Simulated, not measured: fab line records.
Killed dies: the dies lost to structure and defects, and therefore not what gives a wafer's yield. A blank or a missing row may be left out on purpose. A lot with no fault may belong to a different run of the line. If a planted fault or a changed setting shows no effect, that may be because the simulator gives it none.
Which tool did it? -- flow gf180mcu -- 18 wafers from 6 lots sampled at 4 of the route's 602 steps

## WHAT THE GAUGES SHOWED, per wafer
GF_V5_CD_MEAS_14: the cd target is 260 nm.
lot,measured,on,cd-nm (nm)
L937,day 28 01:19,cd-sem-01,261.6 260.7 260.2
L941,day 29 17:11,cd-sem-02,258.6 259.4 258.8
L944,day 30 14:33,cd-sem-01,257.9 257.9 257.7
L946,day 31 05:33,cd-sem-02,258.9 260.8 259.3
L951,day 32 07:23,cd-sem-02,267.8 268.7 269.6 267.9 269.0 269.3
L954,day 33 09:16,cd-sem-02,259.7 260.1 260.9

## WHAT TOOL EACH LOT RAN ON (gives the tool, then ch and the chambers of the sampled wafers, and finally the start)
lot,GF_V4_STRIP_18,GF_MIM_CVD_05,GF_V5_EXPOSE_11
L937,"plasma-asher-01 ch 0,1, day 25 08:38","pecvd-03 ch 1,2, day 25 10:04","krf-scanner-02 ch 0, day 27 15:31"
L941,"plasma-asher-01 ch 0,1, day 27 03:02","pecvd-01 ch 0,1,2, day 27 04:30","krf-scanner-02 ch 0, day 29 08:24"
L944,"plasma-asher-01 ch 0, day 28 03:43","pecvd-03 ch 1,2, day 28 05:10","krf-scanner-01 ch 0, day 30 05:52"
L946,"plasma-asher-01 ch 0,1, day 28 18:28","pecvd-01 ch 0,1,2, day 28 19:55","krf-scanner-01 ch 0, day 30 20:43"
L951,"plasma-asher-03 ch 0,1, day 29 23:08","pecvd-03 ch 0,2, day 30 00:34","krf-scanner-02 ch 0, day 31 22:40"
L954,"plasma-asher-03 ch 1, day 31 03:22","pecvd-03 ch 1,2, day 31 04:49","krf-scanner-01 ch 0, day 33 01:29"
- GF_V4_STRIP_18: strips in O2/N2.
- GF_MIM_CVD_05: deposits Si3N4, target thk 42 nm, time 29.086 s.
- GF_V5_EXPOSE_11: exposes mask Via5, target cd 260 nm.

## THE ANSWER, worked out from the rows above alone
Rule: the lots themselves supply what counts as usual. Put in order of their means at a reading, lots are off if they are a third of the lots or fewer, leave a main group of 4 or more, and stand apart from it by a gap of 3 or more times the standard deviation of the main group's means; of several such gaps the widest counts. A main group whose means are all the same, to the digits that the tables above print for the reading, isn't used. Also off: a lot with no number at a reading for which 4 or more lots have one. The other lots that the step has rows for count as sound.
Off: L951 (GF_V5_CD_MEAS_14, cd-nm). The main group has a mean of 259.5 nm with a standard deviation of 1.
A tool fits if, at a process step before that reading, it ran every lot that is off, and no sound lot after the first of them. Those tools and the gauges at GF_V5_CD_MEAS_14 are tried in the same way. One fits: krf-scanner-02 at GF_V5_EXPOSE_11. A fault onset in the window from L941 (day 29 08:24, its last sound lot) to L951 (day 31 22:40, its first lot off) fits.

## WHAT HAD BEEN PUT IN BY THE SIMULATOR
Process parameters drifting: krf-scanner-02 at GF_V5_EXPOSE_11, beginning at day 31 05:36. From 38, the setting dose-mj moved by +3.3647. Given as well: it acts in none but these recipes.
Struck lots among those shown: L951. The rule above reached the same finding.
